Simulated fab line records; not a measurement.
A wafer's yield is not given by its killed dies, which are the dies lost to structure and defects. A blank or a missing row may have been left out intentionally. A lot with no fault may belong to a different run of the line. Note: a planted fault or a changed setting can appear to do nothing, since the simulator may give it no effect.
What tool caused it? || flow gf180mcu || 10 lots, 30 wafers sampled, at 5 steps of a route of 602

## WHAT THE GAUGES SHOWED, per wafer
GF_V4_RS_MEAS_24: the measuring method here is four-point-probe.
{"lot": "L350", "measured": "day 24 09:59", "on": "filmMetro-02", "V4_W_RS (ohm/sq)": "0.327 0.315 0.319"}
{"lot": "L352", "measured": "day 24 18:11", "on": "filmMetro-02", "V4_W_RS (ohm/sq)": "0.329 0.324 0.324"}
{"lot": "L353", "measured": "day 25 10:59", "on": "filmMetro-04", "V4_W_RS (ohm/sq)": "0.327 0.328 0.324"}
{"lot": "L354", "measured": "day 25 19:28", "on": "filmMetro-04", "V4_W_RS (ohm/sq)": "0.329 0.321 0.331"}
{"lot": "L355", "measured": "day 26 04:34", "on": "filmMetro-04", "V4_W_RS (ohm/sq)": "0.313 0.316 0.315"}
{"lot": "L362", "measured": "day 28 09:11", "on": "filmMetro-01", "V4_W_RS (ohm/sq)": "0.330 0.334 0.334"}
{"lot": "L364", "measured": "day 28 21:26", "on": "filmMetro-01", "V4_W_RS (ohm/sq)": "0.316 0.316 0.314"}
{"lot": "L370", "measured": "day 30 23:07", "on": "filmMetro-04", "V4_W_RS (ohm/sq)": "0.320 0.323 0.324"}
{"lot": "L371", "measured": "day 31 03:10", "on": "filmMetro-04", "V4_W_RS (ohm/sq)": "0.318 0.317 0.319"}
{"lot": "L372", "measured": "day 31 06:02", "on": "filmMetro-02", "V4_W_RS (ohm/sq)": "0.331 0.331 0.326"}

GF_MIM_RS_MEAS_10: the measuring method here is four-point-probe.
{"lot": "L350", "measured": "day 24 10:53", "on": "filmMetro-04", "MIM_ALCU_RS (ohm/sq)": "0.1630 0.1618 0.1615"}
{"lot": "L352", "measured": "day 24 19:04", "on": "filmMetro-04", "MIM_ALCU_RS (ohm/sq)": "0.1578 0.1573 0.1578"}
{"lot": "L353", "measured": "day 25 12:23", "on": "filmMetro-01", "MIM_ALCU_RS (ohm/sq)": "0.1605 0.1608 0.1614"}
{"lot": "L354", "measured": "day 25 20:22", "on": "filmMetro-01", "MIM_ALCU_RS (ohm/sq)": "0.1606 0.1592 0.1590"}
{"lot": "L355", "measured": "day 26 05:29", "on": "filmMetro-01", "MIM_ALCU_RS (ohm/sq)": "0.1612 0.1610 0.1607"}
{"lot": "L362", "measured": "day 28 10:05", "on": "filmMetro-01", "MIM_ALCU_RS (ohm/sq)": "0.1656 0.1650 0.1662 0.1661 0.1649 0.1659"}
{"lot": "L364", "measured": "day 28 22:32", "on": "filmMetro-03", "MIM_ALCU_RS (ohm/sq)": "0.1626 0.1621 0.1624 0.1624 0.1623 0.1625"}
{"lot": "L370", "measured": "day 31 00:01", "on": "filmMetro-04", "MIM_ALCU_RS (ohm/sq)": "0.1596 0.1611 0.1584"}
{"lot": "L371", "measured": "day 31 04:04", "on": "filmMetro-01", "MIM_ALCU_RS (ohm/sq)": "0.1598 0.1596 0.1615"}
{"lot": "L372", "measured": "day 31 06:56", "on": "filmMetro-03", "MIM_ALCU_RS (ohm/sq)": "0.1620 0.1630 0.1631"}

## TOOL THAT RAN EACH LOT (tool first, then ch and the chambers of the sampled wafers, then the start)
{"lot": "L350", "GF_V4_ETCH_16": "rieDiel-04 ch 0,1, day 24 09:05", "GF_MIM_SPUTTER_03": "pvdSputter-02, day 24 10:38", "GF_MIM_SPUTTER_07": "pvdSputter-01, day 24 10:47"}
{"lot": "L352", "GF_V4_ETCH_16": "rieDiel-04 ch 1,2, day 24 17:16", "GF_MIM_SPUTTER_03": "pvdSputter-01, day 24 18:47", "GF_MIM_SPUTTER_07": "pvdSputter-03, day 24 18:56"}
{"lot": "L353", "GF_V4_ETCH_16": "rieDiel-04 ch 2,3, day 25 10:02", "GF_MIM_SPUTTER_03": "pvdSputter-03, day 25 12:02", "GF_MIM_SPUTTER_07": "pvdSputter-01, day 25 12:14"}
{"lot": "L354", "GF_V4_ETCH_16": "rieDiel-03 ch 1,2, day 25 18:35", "GF_MIM_SPUTTER_03": "pvdSputter-03, day 25 20:07", "GF_MIM_SPUTTER_07": "pvdSputter-02, day 25 20:16"}
{"lot": "L355", "GF_V4_ETCH_16": "rieDiel-04 ch 1,2,3, day 26 03:37", "GF_MIM_SPUTTER_03": "pvdSputter-01, day 26 05:12", "GF_MIM_SPUTTER_07": "pvdSputter-03, day 26 05:22"}
{"lot": "L362", "GF_V4_ETCH_16": "rieDiel-01 ch 1,2, day 28 08:17", "GF_MIM_SPUTTER_03": "pvdSputter-03, day 28 09:49", "GF_MIM_SPUTTER_07": "pvdSputter-01, day 28 09:58"}
{"lot": "L364", "GF_V4_ETCH_16": "rieDiel-01 ch 0,1,3, day 28 20:31", "GF_MIM_SPUTTER_03": "pvdSputter-02, day 28 22:16", "GF_MIM_SPUTTER_07": "pvdSputter-01, day 28 22:26"}
{"lot": "L370", "GF_V4_ETCH_16": "rieDiel-01 ch 0,1,3, day 30 22:13", "GF_MIM_SPUTTER_03": "pvdSputter-01, day 30 23:46", "GF_MIM_SPUTTER_07": "pvdSputter-03, day 30 23:55"}
{"lot": "L371", "GF_V4_ETCH_16": "rieDiel-03 ch 0,1,3, day 31 02:05", "GF_MIM_SPUTTER_03": "pvdSputter-03, day 31 03:45", "GF_MIM_SPUTTER_07": "pvdSputter-03, day 31 03:54"}
{"lot": "L372", "GF_V4_ETCH_16": "rieDiel-04 ch 2,3, day 31 05:10", "GF_MIM_SPUTTER_03": "pvdSputter-01, day 31 06:41", "GF_MIM_SPUTTER_07": "pvdSputter-03, day 31 06:50"}
- GF_V4_ETCH_16: etches BARC in N2/H2.
- GF_MIM_SPUTTER_03: material Ti, target thk 10 nm, time 6.7 s.
- GF_MIM_SPUTTER_07: material TiN, target thk 60 nm, time 50 s.

## AS READ BY THE TOOLS THEMSELVES (means over the sampled wafers that have a number; for cases with no such wafer, the mark the record gives instead)
GF_V4_ETCH_16.
{"lot": "L350", "tool": "rieDiel-04", "biasW (W)": 100.2, "drypumpMotorCurrentA (A)": 6.5, "oesProductAu (a.u.)": 0.856, "throttleValvePct (%)": 13.214}
{"lot": "L352", "tool": "rieDiel-04", "biasW (W)": 100.0, "drypumpMotorCurrentA (A)": 6.5, "oesProductAu (a.u.)": 0.853, "throttleValvePct (%)": 13.213}
{"lot": "L353", "tool": "rieDiel-04", "biasW (W)": 100.3, "drypumpMotorCurrentA (A)": 6.3, "oesProductAu (a.u.)": 0.855, "throttleValvePct (%)": 13.220}
{"lot": "L354", "tool": "rieDiel-03", "biasW (W)": 100.1, "drypumpMotorCurrentA (A)": 6.0, "oesProductAu (a.u.)": 0.856, "throttleValvePct (%)": 13.224}
{"lot": "L355", "tool": "rieDiel-04", "biasW (W)": 99.9, "drypumpMotorCurrentA (A)": 6.4, "oesProductAu (a.u.)": 0.858, "throttleValvePct (%)": 13.233}
{"lot": "L362", "tool": "rieDiel-01", "biasW (W)": 100.2, "drypumpMotorCurrentA (A)": 5.8, "oesProductAu (a.u.)": 0.855, "throttleValvePct (%)": 13.218}
{"lot": "L364", "tool": "rieDiel-01", "biasW (W)": 100.1, "drypumpMotorCurrentA (A)": 5.5, "oesProductAu (a.u.)": 0.851, "throttleValvePct (%)": 13.214}
{"lot": "L370", "tool": "rieDiel-01", "biasW (W)": 99.8, "drypumpMotorCurrentA (A)": 5.5, "oesProductAu (a.u.)": 0.857, "throttleValvePct (%)": 13.222}
{"lot": "L371", "tool": "rieDiel-03", "biasW (W)": 100.2, "drypumpMotorCurrentA (A)": 5.8, "oesProductAu (a.u.)": 0.857, "throttleValvePct (%)": 13.227}
{"lot": "L372", "tool": "rieDiel-04", "biasW (W)": 99.9, "drypumpMotorCurrentA (A)": 6.3, "oesProductAu (a.u.)": 0.856, "throttleValvePct (%)": 13.231}

GF_MIM_SPUTTER_03.
{"lot": "L350", "tool": "pvdSputter-02", "throttleValvePct (%)": 29.6}
{"lot": "L352", "tool": "pvdSputter-01", "throttleValvePct (%)": 28.9}
{"lot": "L353", "tool": "pvdSputter-03", "throttleValvePct (%)": 30.2}
{"lot": "L354", "tool": "pvdSputter-03", "throttleValvePct (%)": 29.1}
{"lot": "L355", "tool": "pvdSputter-01", "throttleValvePct (%)": 29.2}
{"lot": "L362", "tool": "pvdSputter-03", "throttleValvePct (%)": 30.3}
{"lot": "L364", "tool": "pvdSputter-02", "throttleValvePct (%)": 30.8}
{"lot": "L370", "tool": "pvdSputter-01", "throttleValvePct (%)": 28.4}
{"lot": "L371", "tool": "pvdSputter-03", "throttleValvePct (%)": 30.3}
{"lot": "L372", "tool": "pvdSputter-01", "throttleValvePct (%)": 28.2}

GF_MIM_SPUTTER_07.
{"lot": "L350", "tool": "pvdSputter-01", "throttleValvePct (%)": 28.3}
{"lot": "L352", "tool": "pvdSputter-03", "throttleValvePct (%)": 30.2}
{"lot": "L353", "tool": "pvdSputter-01", "throttleValvePct (%)": 28.9}
{"lot": "L354", "tool": "pvdSputter-02", "throttleValvePct (%)": 29.8}
{"lot": "L355", "tool": "pvdSputter-03", "throttleValvePct (%)": 31.1}
{"lot": "L362", "tool": "pvdSputter-01", "throttleValvePct (%)": 29.1}
{"lot": "L364", "tool": "pvdSputter-01", "throttleValvePct (%)": 28.8}
{"lot": "L370", "tool": "pvdSputter-03", "throttleValvePct (%)": 29.9}
{"lot": "L371", "tool": "pvdSputter-03", "throttleValvePct (%)": 30.3}
{"lot": "L372", "tool": "pvdSputter-03", "throttleValvePct (%)": 29.2}

## THE ANSWER, worked out from the rows above alone
Rule: the lots themselves supply what counts as usual. Put in order of their means at a reading, lots are off if they are a third of the lots or fewer, leave a main group of 4 or more, and stand apart from it by a gap of 3 or more times the standard deviation of the main group's means; of several such gaps the widest counts. Not used: any main group whose means are identical at the precision the tables above print for the reading. Also off: a lot with no number at a reading for which 4 or more lots have one. Any other lot the step has rows for is counted as sound. The gauges are gone through in route order, then the tools' own readings, and for those a lot's mean is taken as printed above. At the first step where some lot is off, the reading lying furthest off is the one used; lots without a number count as furthest.
No lot is off on any of the readings shown, so nothing can be concluded from this.

## WHAT THE SIMULATOR HAD PUT IN
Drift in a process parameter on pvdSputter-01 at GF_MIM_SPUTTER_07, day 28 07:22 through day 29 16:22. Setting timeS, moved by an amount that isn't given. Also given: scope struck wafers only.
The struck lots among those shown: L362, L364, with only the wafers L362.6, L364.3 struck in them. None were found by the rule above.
